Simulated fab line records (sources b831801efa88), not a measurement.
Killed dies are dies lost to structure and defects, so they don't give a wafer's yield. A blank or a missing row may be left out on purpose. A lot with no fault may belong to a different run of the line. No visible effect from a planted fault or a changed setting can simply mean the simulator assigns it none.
fab line records	flow sky130
record: lots: 6	wafers: 18	lastDay: 51
route steps=708 shown METAL2@501 VIA2@507 PAD_OPEN@708
lots that met no fault: from a run of the same line without faults
startH: start of the lot's first displayed wafer, in hours after the record's first day	waitH: hours elapsed since this lot's preceding step	" same as the row above	L1.1+2: several wafers, shown together as one row	- no value, or no start given	* or withheld: withheld	< > ~ a bound
route shown NAME@n: NAME is a module with steps in the file, n the number in the route of the first one	usual: average and standard deviation across the fault-free wafers	same: alike in all rows	chamber/n: place in a boat	sites: per-site readings	_std_site: the standard deviation of these	_edge_site: the outer-site mean with the inner-site mean subtracted	radiusMm: how far each site lies from the wafer's centre	mask NAME#n: copy n	behind: the most recent tool/chamber to have shaped the wafer	hold: the reason the lot was held/the length of the hold in hours/how it ended	device: which transistor (n, p or np) failed to switch	end of line: tests run on the same wafers once the route is complete	for a step that has no rows: nothing shown but its recipe	killed: not the wafer's yield, but the dies lost to structure and defects at the first sort	map: dies across one wafer; x = killed, . = not, _ = none there
set.NAME: the setting as run; set.NAME@STEP: as run at that earlier step	model.NAME: the simulator's own value behind a step, which no gauge read
lots at some steps of the route; a table a step, a row a wafer
services: when a tool's chamber went out of use (startH, in hours from the record's first day, below 0 if earlier), for how many hours, and the reason
== steps ==
step: SKY_METAL2_ETCH_18
recipe: chemistry: N2/H2	target: BARC	ionEnergyEv: 200	biasW: 100	pressureMtorr: 30	n2FlowSccm: 100	h2FlowSccm: 200	icpW: 500	stopOn: SiO2	timeS: 45.9	targetDepthA: 600
usual: drypumpMotorCurrentA: 6.04/0.3	oesProductAu: 0.855/0.0048	throttleValvePct: 13.225/0.009
lot.wafer	tool	chamber	startH	waitH	drypumpMotorCurrentA	oesProductAu	rfHoursCounterH	throttleValvePct
L104.1	rieMetal-02	0	847.29	0.0	6.30	0.858	6	13.207
L104.4	"	0	"	"	6.30	0.854	-	13.231
L104.5	"	0	"	"	6.29	0.857	-	13.228
L113.1	rieMetal-03	1	888.46	0.0	6.43	0.857	9	13.224
L113.2	"	0	"	"	5.90	0.855	1	13.229
L113.5	"	0	"	"	5.88	0.853	-	13.222
L115.1	rieMetal-04	1	910.23	0.1	5.75	0.847	18	13.240
L115.3	"	1	"	"	5.77	0.856	-	13.230
L115.5	"	1	"	"	5.76	0.860	-	13.217
L116.1	rieMetal-03	0	919.95	0.0	5.89	0.857	2	13.220
L116.2	"	1	"	"	6.46	0.853	10	13.227
L116.5	"	1	"	"	6.46	0.853	-	13.221
L124.2	rieMetal-03	0	989.55	0.0	5.95	0.863	6	13.230
L124.4	"	1	"	"	6.46	0.856	-	13.236
L124.5	"	0	"	"	5.90	0.860	-	13.232
L126.3	rieMetal-04	1	1014.14	0.0	5.75	0.864	-	13.227
L126.5	"	1	"	"	5.75	0.859	-	13.221
L126.6	"	0	"	"	5.98	0.854	-	13.221
step: SKY_METAL2_METAL_ETCH_19
recipe: targetDepthA: 3600	stopOn: SiO2	overEtchFrac: 0.3	timeS: 78	chemistry: Cl2/BCl3	resistSidewallDeg: 88	pressureMtorr: 10	icpW: 900	biasW: 48.5	Cl2_flow_sccm: 60	bcl3FlowSccm: 30
usual: drypumpMotorCurrentA: 6.03/0.3	oesProductAu: 0.855/0.0062	throttleValvePct: 22.266/0.0095
same: overEtchFrac: 0.3
lot.wafer	tool	chamber	startH	waitH	drypumpMotorCurrentA	oesProductAu	rfHoursCounterH	throttleValvePct
L104.1	rieMetal-02	0	847.36	0.0	6.28	0.853	6	22.267
L104.4	"	0	"	"	6.26	0.858	-	22.253
L104.5	"	0	"	"	6.28	0.851	-	22.259
L113.1	rieMetal-03	1	888.52	0.0	6.42	0.860	9	22.261
L113.2	"	0	"	"	5.87	0.859	1	22.260
L113.5	"	0	"	"	5.84	0.861	-	22.257
L115.1	rieMetal-04	1	910.36	0.1	5.72	0.840	18	22.251
L115.3	"	1	"	"	5.75	0.854	-	22.260
L115.5	"	1	"	"	5.77	0.846	-	22.248
L116.1	rieMetal-03	0	920.01	0.0	5.89	0.855	2	22.276
L116.2	"	1	"	"	6.45	0.860	10	22.254
L116.5	"	1	"	"	6.45	0.861	-	22.269
L124.2	rieMetal-03	0	989.61	0.0	5.88	0.852	6	22.253
L124.4	"	1	"	"	6.45	0.861	-	22.262
L124.5	"	0	"	"	5.89	0.854	-	22.274
L126.3	rieMetal-04	1	1014.21	0.1	5.74	0.866	-	22.268
L126.5	"	1	"	"	5.72	0.859	-	22.270
L126.6	"	0	"	"	6.00	0.854	-	22.280
step: SKY_METAL2_STRIP_20
recipe: chemistry: O2/N2	powerW: 1400	pressureMtorr: 1500	platenTempC: withheld	o2FlowSccm: 3000	n2FlowSccm: 300	overashFraction: 0.5
usual: drypumpMotorCurrentA: 6.0/0.38	o2FlowSccm: 3000/8.2	oesProductAu: 0.343/0.0048	stripTimeToEndpointS: 2.70/0.043
lot.wafer	tool	chamber	startH	waitH	drypumpMotorCurrentA	o2FlowSccm	oesProductAu	rfHoursCounterH	stripTimeToEndpointS
L104.1	plasmaAsher-03	0	847.45	0.1	6.5	2995	0.346	104	2.69
L104.4	"	0	"	"	6.5	2994	0.339	-	2.67
L104.5	"	0	"	"	6.5	2995	0.343	-	2.66
L113.1	plasmaAsher-04	0	888.61	0.1	6.5	2998	0.345	47	2.71
L113.2	"	1	"	"	6.0	2984	0.342	47	2.70
L113.5	"	0	"	"	6.5	2983	0.340	-	2.68
L115.1	plasmaAsher-01	1	910.54	0.1	6.0	2997	0.343	16	2.76
L115.3	"	1	"	"	5.9	2990	0.346	-	2.78
L115.5	"	0	"	"	5.5	3011	0.340	-	2.74
L116.1	plasmaAsher-03	0	920.10	0.1	6.5	3003	0.340	112	2.66
L116.2	"	1	"	"	5.5	2997	0.356	112	2.70
L116.5	"	1	"	"	5.5	2983	0.336	-	2.70
L124.2	plasmaAsher-01	1	989.70	0.1	5.9	3007	0.341	24	2.67
L124.4	"	0	"	"	5.5	3001	0.336	-	2.73
L124.5	"	0	"	"	5.5	2987	0.346	-	2.69
L126.3	plasmaAsher-03	0	1014.30	0.1	6.5	3009	0.342	-	2.74
L126.5	"	0	"	"	6.5	3008	0.345	-	2.77
L126.6	"	1	"	"	5.5	2991	0.344	-	2.71
step: SKY_METAL2_STRIP_21
recipe: chemistry: postEtchResidueRemover	timeS: 1200	tempC: 72.5
step: SKY_METAL2_CLEAN_22
recipe: chemistry: IPA	timeS: 180	tempC: 25
step: SKY_METAL2_CLEAN_23
recipe: chemistry: O3/DIW	dry: n2Spin
step: SKY_VIA2_HDPCVD_00
recipe: material: SiO2	targetThkNm: 1180	sigmaOpenFrac: 0.3	timeS: 196.7	tempC: 400	sih4FlowSccm: 60	pressureMtorr: 6
step: SKY_VIA2_THK_MEAS_01
recipe: reads: SiO2_of_VIA2_HDPCVD_00
usual: VIA2_HDPCVD_THK: 1175/9.7
lot.wafer	tool	chamber	startH	waitH	VIA2_HDPCVD_THK[nm]
L104.1	filmMetro-03	-	848.17	0.1	1161
L104.4	"	-	"	"	1185
L104.5	"	-	"	"	1179
L113.1	filmMetro-03	-	889.36	0.1	1178
L113.2	"	-	"	"	1163
L113.5	"	-	"	"	1154
L115.1	filmMetro-03	-	911.25	0.1	1178
L115.3	"	-	"	"	1177
L115.5	"	-	"	"	1181
L116.1	filmMetro-03	-	920.82	0.1	1168
L116.2	"	-	"	"	1188
L116.5	"	-	"	"	1163
L124.2	filmMetro-02	-	990.43	0.1	1170
L124.4	"	-	"	"	1176
L124.5	"	-	"	"	1170
L126.3	filmMetro-03	-	1015.02	0.1	1164
L126.5	"	-	"	"	1180
L126.6	"	-	"	"	1170
step: SKY_VIA2_CMP_02
recipe: material: SiO2	downForcePsi: 4	platenRpm: 60	padVelocityMS: 0.94248
usual: motorCurrentA: 11.7/1.2	slurryFlowMlMin: 150.0/0.45
lot.wafer	tool	chamber	startH	waitH	motorCurrentA	slurryFlowMlMin
L104.1	cmp-02	2	848.28	0.1	11.0	151.0
L104.4	"	0	"	"	10.7	149.9
L104.5	"	1	"	"	12.9	150.4
L113.2	cmp-01	0	889.42	0.0	14.2	150.1
L113.1	"	2	"	"	10.4	150.0
L113.5	"	0	"	"	13.9	149.5
L115.3	cmp-02	1	911.41	0.1	12.7	150.6
L115.1	"	2	"	"	12.0	150.5
L115.5	"	3	"	"	11.8	150.4
L116.2	cmp-01	2	920.88	0.0	10.7	150.3
L116.1	"	1	"	"	11.0	149.8
L116.5	"	3	"	"	10.6	150.2
L124.2	cmp-02	0	990.48	0.0	10.8	149.8
L124.4	"	2	"	"	11.5	150.2
L124.5	"	1	"	"	13.0	149.9
L126.3	cmp-01	3	1015.40	0.4	10.8	149.4
L126.5	"	2	"	"	10.6	150.2
L126.6	"	3	"	"	10.7	149.7
step: SKY_VIA2_BOW_MEAS_03
recipe: mode: bow
usual: VIA2_BOW: 87/6.9
lot.wafer	tool	chamber	startH	waitH	VIA2_BOW[um]
L104.1	filmMetro-03	-	848.53	0.2	80
L104.4	"	-	"	"	81
L104.5	"	-	"	"	86
L113.1	filmMetro-02	-	889.72	0.1	93
L113.2	"	-	"	"	83
L113.5	"	-	"	"	87
L115.1	filmMetro-01	-	911.61	0.1	84
L115.3	"	-	"	"	93
L115.5	"	-	"	"	95
L116.1	filmMetro-02	-	921.18	0.1	95
L116.2	"	-	"	"	88
L116.5	"	-	"	"	92
L124.2	filmMetro-03	-	990.80	0.3	101
L124.4	"	-	"	"	86
L124.5	"	-	"	"	82
L126.3	filmMetro-01	-	1015.69	0.2	88
L126.5	"	-	"	"	91
L126.6	"	-	"	"	75
step: SKY_VIA2_DEHYDRATE_04
recipe: tempC: 200	timeS: 60
step: SKY_VIA2_HMDS_05
recipe: primeTimeS: 60	primeTempC: 120
step: SKY_VIA2_COAT_06
recipe: resist: BARC	tempC: withheld	timeS: withheld	spinRpm: 3000	resistThkNm: 60
usual: spinSpeedRpm: 3000.0/2
lot.wafer	tool	chamber	startH	waitH	spinSpeedRpm
L104.1	lithoTrack-02	0	861.37	0.1	2999.1
L104.4	"	0	"	"	2998.0
L104.5	"	0	"	"	3000.2
L113.1	lithoTrack-03	0	902.01	0.1	2998.9
L113.2	"	0	"	"	3003.2
L113.5	"	0	"	"	3003.9
L115.1	lithoTrack-03	0	923.76	0.1	2848.1
L115.3	"	0	"	"	2847.7
L115.5	"	0	"	"	2846.3
L116.1	lithoTrack-03	0	933.11	0.1	2847.6
L116.2	"	0	"	"	2849.7
L116.5	"	0	"	"	2845.1
L124.2	lithoTrack-03	0	1000.69	0.1	3002.8
L124.4	"	0	"	"	3004.8
L124.5	"	0	"	"	3002.0
L126.3	lithoTrack-02	0	1024.97	0.1	2997.8
L126.5	"	0	"	"	3000.5
L126.6	"	0	"	"	3000.0
step: SKY_VIA2_COAT_07
recipe: resist: KrF-thick	spinRpm: 3000	resistThkNm: 450
step: SKY_VIA2_SOFTBAKE_08
recipe: tempC: 100	timeS: 90	resist: KrF-thick
step: SKY_VIA2_EXPOSE_09
recipe: maskId: VIM2	na: 0.8	sourceShape: annular	sigmaInner: 0.55	sigmaOuter: 0.85	targetCdNm: 200	doseMj: 38
step: SKY_VIA2_PEB_10
recipe: pebTempC: withheld	pebTimeS: withheld	resist: KrF-thick
step: SKY_VIA2_DEVELOP_11
recipe: developTimeS: 60	resist: KrF-thick	devTempC: 21
step: SKY_VIA2_CD_MEAS_12
recipe: targetCdNm: 200
usual: cdNm: 200.0/1.7
lot.wafer	tool	chamber	startH	waitH	cdNm
L104.1	cdSem-01	-	874.96	-	198.7
L104.4	"	-	"	"	197.4
L104.5	"	-	"	"	199.4
L113.1	cdSem-02	-	914.91	-	200.0
L113.2	"	-	"	"	198.8
L113.5	"	-	"	"	200.8
L115.1	cdSem-01	-	935.97	-	199.4
L115.3	"	-	"	"	199.7
L115.5	"	-	"	"	200.0
L116.1	cdSem-01	-	946.11	-	202.0
L116.2	"	-	"	"	205.2
L116.5	"	-	"	"	204.1
L124.2	cdSem-02	-	1013.83	-	201.1
L124.4	"	-	"	"	200.7
L124.5	"	-	"	"	201.7
L126.3	cdSem-02	-	1037.65	-	199.0
L126.5	"	-	"	"	199.9
L126.6	"	-	"	"	199.7
step: SKY_VIA2_OVL_MEAS_13
usual: VIA2_OVL: 0/4.9
lot.wafer	tool	chamber	startH	waitH	VIA2_OVL[nm]
L104.1	overlay-02	-	875.08	0.1	2
L104.4	"	-	"	"	3
L104.5	"	-	"	"	9
L113.1	overlay-02	-	915.03	0.1	5
L113.2	"	-	"	"	1
L113.5	"	-	"	"	0
L115.1	overlay-01	-	936.09	0.1	-2
L115.3	"	-	"	"	-1
L115.5	"	-	"	"	1
L116.1	overlay-01	-	946.23	0.1	-2
L116.2	"	-	"	"	7
L116.5	"	-	"	"	0
L124.2	overlay-01	-	1013.93	0.1	-3
L124.4	"	-	"	"	2
L124.5	"	-	"	"	-1
L126.3	overlay-01	-	1037.75	0.1	-2
L126.5	"	-	"	"	6
L126.6	"	-	"	"	6
step: SKY_VIA2_ETCH_14
recipe: chemistry: N2/H2	target: BARC	ionEnergyEv: 200	sourceW: 500	biasW: 100	pressureMtorr: 30	n2FlowSccm: 100	h2FlowSccm: 200	stopOn: SiO2	timeS: 45.9	targetDepthA: 600
usual: drypumpMotorCurrentA: 5.7/0.48	oesProductAu: 0.855/0.0047	throttleValvePct: 13.225/0.01
lot.wafer	tool	chamber	startH	waitH	drypumpMotorCurrentA	oesProductAu	rfHoursCounterH	throttleValvePct	model.etch.depthNm
L104.1	rieDiel-03	1	875.11	0.0	5.2	0.853	14	13.218	59.87
L104.4	"	3	"	"	5.1	0.858	23	13.221	59.98
L104.5	"	3	"	"	5.1	0.861	-	13.224	60.16
L113.1	rieDiel-03	2	915.06	0.0	5.6	0.853	11	13.213	59.9
L113.2	"	3	"	"	5.1	0.851	25	13.214	59.73
L113.5	"	1	"	"	5.2	0.855	-	13.234	59.94
L115.1	rieDiel-03	1	936.13	0.0	5.2	0.867	16	13.228	61.75
L115.3	"	0	"	"	5.5	0.869	0	13.214	61.78
L115.5	"	0	"	"	5.4	0.867	-	13.222	61.74
L116.1	rieDiel-04	1	946.26	0.0	6.0	0.872	17	13.216	61.63
L116.2	"	2	"	"	5.6	0.869	9	13.212	61.69
L116.5	"	0	"	"	5.5	0.869	-	13.216	61.54
L124.2	rieDiel-04	1	1013.96	0.0	5.9	0.856	19	13.239	60.03
L124.4	"	3	"	"	6.6	0.863	6	13.237	60.26
L124.5	"	2	"	"	5.7	0.848	-	13.204	60.17
L126.3	rieDiel-01	2	1037.77	0.0	4.7	0.853	4	13.222	60.08
L126.5	"	3	"	"	6.0	0.852	-	13.240	60.09
L126.6	"	0	"	"	6.3	0.851	-	13.241	60.11
step: SKY_VIA2_ETCH_15
recipe: target: SiO2	chemistry: C4F8/O2/Ar	targetDepthNm: 546	stopOn: TiN	maskMaterial: KrF-thick	sourceW: 1500	biasW: 1200	pressureMtorr: 40	c4f8FlowSccm: withheld	O2_flow_sccm: 6	Ar_flow_sccm: 300	timeS: 86.05
usual: oesProductAu: 0.936/0.0054
lot.wafer	tool	chamber	startH	waitH	oesProductAu	rfHoursCounterH
L104.1	rieDiel-03	1	875.16	0.0	0.942	14
L104.4	"	3	"	"	0.936	23
L104.5	"	3	"	"	0.939	-
L113.1	rieDiel-03	2	915.11	0.0	0.932	11
L113.2	"	3	"	"	0.927	25
L113.5	"	1	"	"	0.942	-
L115.1	rieDiel-03	1	936.17	0.0	0.933	16
L115.3	"	0	"	"	0.934	0
L115.5	"	0	"	"	0.934	-
L116.1	rieDiel-04	1	946.31	0.0	0.947	17
L116.2	"	2	"	"	0.937	9
L116.5	"	0	"	"	0.941	-
L124.2	rieDiel-04	1	1014.01	0.0	0.942	19
L124.4	"	3	"	"	0.934	6
L124.5	"	2	"	"	0.921	-
L126.3	rieDiel-01	2	1037.81	0.0	0.932	4
L126.5	"	3	"	"	0.944	-
L126.6	"	0	"	"	0.941	-
step: SKY_PAD_OPEN_PROBE_99
usual: defectLimitedYield: 82.2/1.8	killed_at_M0_to_M3: 44/6.8	killed_at_M4_up: 2.9/1.9	killedAtContacts: 24/5.2	killedAtFrontEnd: 16/4.1	killedAtOther: 0.4/0.74	killedDies: 88/9.1	killedOpen: 48/7.2	killedShort: 39/5.6	sort_bin_3_pad_short: 0.9/0.43	sort_bin_5_function: 10.6/1.4	sort_bin_6_memory: 6.3/1	sortNPass: 404/9.1	sortYieldPct: 82.2/1.8
same: grossDies: 492	killedAtBackSide: 0	sort_bin_4_leakage[%]: 0	sort_bin_8_speed[%]: 0
lot.wafer	tool	chamber	startH	waitH	defectLimitedYield[%]	killed_at_M0_to_M3	killed_at_M4_up	killedAtContacts	killedAtFrontEnd	killedAtOther	killedDies	killedOpen	killedShort	sort_bin_3_pad_short[%]	sort_bin_5_function[%]	sort_bin_6_memory[%]	sortNPass	sortYieldPct[%]
L104.1	prober-01	-	1092.90	0.1	85.8	31	9	18	12	0	70	39	31	0.4	8.7	5.1	422	85.8
L104.4	prober-01	-	1093.05	0.2	81.1	56	2	22	13	0	93	54	39	0.8	11.2	6.9	399	81.1
L104.5	prober-01	-	1093.10	0.2	81.5	42	4	21	24	0	91	45	46	0.4	12.0	6.1	401	81.5
L113.1	prober-01	-	1130.94	0.1	77.4	44	9	40	18	0	111	62	49	0.8	14.6	7.1	381	77.4
L113.2	prober-01	-	1130.99	0.1	82.9	40	4	22	18	0	84	40	44	1.4	9.3	6.3	408	82.9
L113.5	prober-01	-	1131.14	0.2	82.1	46	4	28	10	0	88	50	37	0.8	10.8	6.3	404	82.1
L115.1	prober-02	-	1143.34	0.1	79.5	56	4	20	21	0	101	48	52	2.0	10.6	7.9	391	79.5
L115.3	prober-02	-	1143.44	0.2	79.1	46	3	35	18	1	103	54	47	1.0	12.2	7.7	389	79.1
L115.5	prober-02	-	1143.54	0.2	80.7	56	1	24	13	1	95	50	45	0.2	12.8	6.3	397	80.7
L116.1	prober-01	-	1152.79	0.1	83.1	48	4	20	11	0	83	49	34	1.0	10.2	5.7	409	83.1
L116.2	prober-01	-	1152.84	0.1	83.3	42	1	20	19	0	82	50	32	1.4	9.3	5.9	410	83.3
L116.5	prober-01	-	1152.99	0.2	83.7	39	5	14	21	1	80	40	40	0.4	10.8	5.1	412	83.7
L124.2	prober-01	-	1199.98	0.1	82.5	50	1	18	17	0	86	41	45	1.6	7.7	8.1	406	82.5
L124.4	prober-01	-	1200.08	0.2	83.7	40	1	24	15	0	80	47	33	0.4	10.2	5.7	412	83.7
L124.5	prober-01	-	1200.13	0.2	78.7	50	2	26	25	2	105	54	51	0.6	13.2	7.5	387	78.7
killed by level:class
L104.1 VIA1:geometricParticle:open=12 CONTACT:geometricParticle:open=6 METAL4:geometricParticle:short=6 LI_CONTACT:geometricParticle:open=5 SPACER:geometricParticle:short=4 FIELD_ISO:geometricParticle:short=3 POLY_GATE:geometricParticle:open=3 LOCAL_INTERCONNECT:geometricParticle:open=3
L104.4 METAL1:geometricParticle:short=14 VIA1:geometricParticle:open=13 VIA2:geometricParticle:open=10 LI_CONTACT:geometricParticle:open=8 VIA3:geometricParticle:open=7 POLY_GATE:geometricParticle:short=5 METAL2:geometricParticle:short=5 CONTACT:geometricParticle:short=4
L104.5 VIA1:geometricParticle:open=11 FIELD_ISO:geometricParticle:open=8 VIA1:geometricParticle:short=6 LI_CONTACT:geometricParticle:open=6 FIELD_ISO:geometricParticle:short=5 LI_CONTACT:geometricParticle:short=5 POLY_GATE:geometricParticle:open=4 VIA2:geometricParticle:short=4
L113.1 CONTACT:geometricParticle:open=18 VIA1:geometricParticle:open=11 LI_CONTACT:geometricParticle:open=9 POLY_GATE:geometricParticle:short=8 VIA2:geometricParticle:open=7 METAL1:geometricParticle:short=6 METAL4:geometricParticle:short=6 LOCAL_INTERCONNECT:geometricParticle:short=6
L113.2 LI_CONTACT:geometricParticle:open=9 METAL1:geometricParticle:short=7 CONTACT:geometricParticle:open=6 VIA1:geometricParticle:short=6 POLY_GATE:geometricParticle:open=5 POLY_GATE:geometricParticle:short=5 LOCAL_INTERCONNECT:geometricParticle:short=5 VIA1:geometricParticle:open=5
L113.5 CONTACT:geometricParticle:open=11 LI_CONTACT:geometricParticle:open=10 VIA2:geometricParticle:open=10 VIA1:geometricParticle:open=7 VIA2:geometricParticle:short=6 METAL2:geometricParticle:short=5 METAL1:geometricParticle:short=5 FIELD_ISO:geometricParticle:short=4
L115.1 VIA3:geometricParticle:open=11 VIA2:geometricParticle:open=8 VIA1:geometricParticle:open=8 VIA1:geometricParticle:short=8 FIELD_ISO:geometricParticle:short=7 LI_CONTACT:geometricParticle:open=7 LOCAL_INTERCONNECT:geometricParticle:short=6 POLY_GATE:geometricParticle:short=5
L115.3 LI_CONTACT:geometricParticle:open=11 CONTACT:geometricParticle:open=11 VIA1:geometricParticle:open=10 VIA1:geometricParticle:short=8 METAL2:geometricParticle:short=8 FIELD_ISO:geometricParticle:short=6 LOCAL_INTERCONNECT:geometricParticle:short=6 VIA2:geometricParticle:open=5
L115.5 VIA1:geometricParticle:open=11 CONTACT:geometricParticle:short=10 VIA3:geometricParticle:open=10 VIA2:geometricParticle:open=9 FIELD_ISO:geometricParticle:short=6 CONTACT:geometricParticle:open=6 VIA1:geometricParticle:short=6 METAL2:geometricParticle:short=5
L116.1 VIA1:geometricParticle:open=12 METAL1:geometricParticle:short=9 CONTACT:geometricParticle:open=8 VIA3:geometricParticle:open=8 VIA2:geometricParticle:open=5 FIELD_ISO:geometricParticle:short=4 LI_CONTACT:geometricParticle:open=4 METAL2:geometricParticle:short=4
L116.2 CONTACT:geometricParticle:open=13 POLY_GATE:geometricParticle:open=7 VIA1:geometricParticle:open=7 VIA1:geometricParticle:short=6 METAL1:geometricParticle:short=6 VIA2:geometricParticle:open=6 VIA3:geometricParticle:open=5 FIELD_ISO:geometricParticle:open=4
L116.5 VIA1:geometricParticle:open=13 FIELD_ISO:geometricParticle:short=6 VIA2:geometricParticle:open=6 FIELD_ISO:geometricParticle:open=5 CONTACT:geometricParticle:short=5 VIA3:geometricParticle:open=5 VIA2:geometricParticle:short=4 METAL4:geometricParticle:short=4
L124.2 CONTACT:geometricParticle:open=8 VIA2:geometricParticle:open=8 VIA3:geometricParticle:short=7 VIA3:geometricParticle:open=7 VIA1:geometricParticle:open=6 POLY_GATE:geometricParticle:short=5 METAL3:geometricParticle:short=5 METAL2:geometricParticle:short=4
L124.4 VIA2:geometricParticle:open=10 CONTACT:geometricParticle:open=9 LI_CONTACT:geometricParticle:open=7 VIA1:geometricParticle:open=7 VIA3:geometricParticle:open=6 CONTACT:geometricParticle:short=5 METAL1:geometricParticle:short=5 VIA1:geometricParticle:short=4
L124.5 LI_CONTACT:geometricParticle:open=10 VIA1:geometricParticle:open=10 FIELD_ISO:geometricParticle:open=8 VIA2:geometricParticle:open=7 METAL2:geometricParticle:short=7 FIELD_ISO:geometricParticle:short=6 VIA3:geometricParticle:open=6 CONTACT:geometricParticle:short=5
== services ==
tool	chamber	startH	hours	kind
rieDiel-01	3	825.12	16.6	repair
rieMetal-03	-	836.86	28.1	pm
cmp-01	-	838.77	0.2	repair
cmp-02	-	852.85	0.6	repair
rieMetal-04	1	857.26	5.5	repair
plasmaAsher-01	-	896.77	5.8	repair
rieMetal-04	0	904.51	6.1	repair
cmp-02	-	912.00	4.0	pm
cmp-02	-	916.51	7.4	repair
cmp-02	-	923.87	5.9	pm
rieMetal-03	-	926.66	0.4	repair
cmp-02	-	944.50	1.1	repair
rieMetal-02	1	947.03	5.7	repair
rieMetal-02	0	951.45	15.9	repair
cmp-02	-	969.03	0.2	repair
cmp-01	-	971.42	7.8	repair
rieDiel-01	1	998.48	5.4	repair
rieDiel-03	0	999.60	4.5	repair
cmp-01	-	1009.73	5.6	pm
rieDiel-03	-	1015.22	0.9	repair
cmp-02	-	1018.90	0.6	repair
rieMetal-04	-	1027.69	1.4	pm
rieDiel-04	-	1029.02	0.7	repair
cmp-02	-	1030.52	1.1	repair
== key ==
firstSign: step: SKY_VIA2_COAT_06	reading: spinSpeedRpm	direction: down	sigmas: 77	usual: 3000.0	struck: 2847.4
effect: step: SKY_VIA2_ETCH_14	reading: oesProductAu	direction: up	sigmas: 2.9	usual: 0.855	struck: 0.869
modelEffect: step: SKY_VIA2_ETCH_14	value: etch.depthNm	without: 60.09	struck: 61.69
metAt SKY_VIA2_COAT_06
struckWafers L115.1,L115.3,L115.5,L116.1,L116.2,L116.5
onsetBetween 902.01 923.76
fault: kind: processParameterDrift	tool: lithoTrack-03	chamber: -	onsetH: 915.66	steps: SKY_VIA2_COAT_06	channel: spinRpm	offset: -153.16	shape: step	endH: 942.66	actsIn: theseRecipesOnly	stated: 3000
